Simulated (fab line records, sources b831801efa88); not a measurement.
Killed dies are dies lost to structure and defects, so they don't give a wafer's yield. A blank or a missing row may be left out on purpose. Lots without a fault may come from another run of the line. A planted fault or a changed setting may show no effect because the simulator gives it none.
Problem report in the 8D (eight disciplines) form, filled by code | flow sfq_line | the parts of the form that need people (team, actions taken, sign-off) are left out

1. THE PROBLEM
head_pressure_psi at SFQ_TRILAYER_I7_CMP_CMP_184 reads a mean of 2.323 psi on 6 wafers of 2 lots; wafers without a fault read 3.000 psi with a standard deviation of 0.0061. That is -99 or more standard deviations from the usual mean.
The step: polishes SiO2.
First seen on wafer L502.2, day 81 07:07, on cmp-01. The record holds 42 wafers of 14 lots with a number at this step. Rule for "out", or "out of limits": more than 4 standard deviations from the usual mean. The other wafers with a number count as sound.

2. WHAT IT IS AND WHAT IT IS NOT
question                    | is                                    | is not
which readings at this step | head_pressure_psi, time_to_endpoint_s | -
which lots                  | L502, L503                            | L499, L500, L501, L506, L510, L512, L513, L514, L515, L516, L518, L520
which wafers of those lots  | all that have a number                | -
read on which tools         | cmp-01                                | cmp-02
when                        | from day 81 07:07                     | up to then (9 sound wafers); but 27 sound wafers of L506, L510, L512, L513, L514, L515, L516, L518, L520 came after

3. SUSPECTS, AND WHAT RULES EACH OUT
Counting: a tool at a process step up to the reading stays a suspect if it ran every lot that is out and no sound lot after the first of them.
- cmp-01 at SFQ_TRILAYER_I7_CMP_CMP_184 (polishes SiO2): ruled out as a lasting fault. Sound lots L506, L510, L512, L514, L516, L518 ran on it after its first lot that is out, L502 (day 81 07:07).
Left after counting: nothing in the record.

4. THE CAUSE (what the simulator had put in)
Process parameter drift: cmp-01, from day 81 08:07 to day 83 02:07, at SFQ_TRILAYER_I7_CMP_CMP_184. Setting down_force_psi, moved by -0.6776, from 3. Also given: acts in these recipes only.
Counting ruled it out, wrongly.

5. THE CHAIN OF EFFECTS, in route order
Each row: a reading whose mean over the struck wafers that have a number lies more than 3 standard deviations from the usual. Only readings for which the record gives a usual standard deviation are gone through. hours: the time from each lot's start at the first step in this table that gives one to its start at this step, as a median over the lots. sigmas: the change in usual standard deviations.
hours | step                        | reading            | usual     | on struck wafers | change | sigmas
0     | SFQ_TRILAYER_I7_CMP_CMP_184 | head_pressure_psi  | 3.000 psi | 2.323            | -0.677 | -99 or more
0     | SFQ_TRILAYER_I7_CMP_CMP_184 | time_to_endpoint_s | 213 s     | 271              | +58    | +9.0
The process steps in it:
- SFQ_TRILAYER_I7_CMP_CMP_184: polishes SiO2.

6. WHAT WOULD HAVE CAUGHT IT SOONER
In this record the first reading out of limits was taken at day 81 07:07.
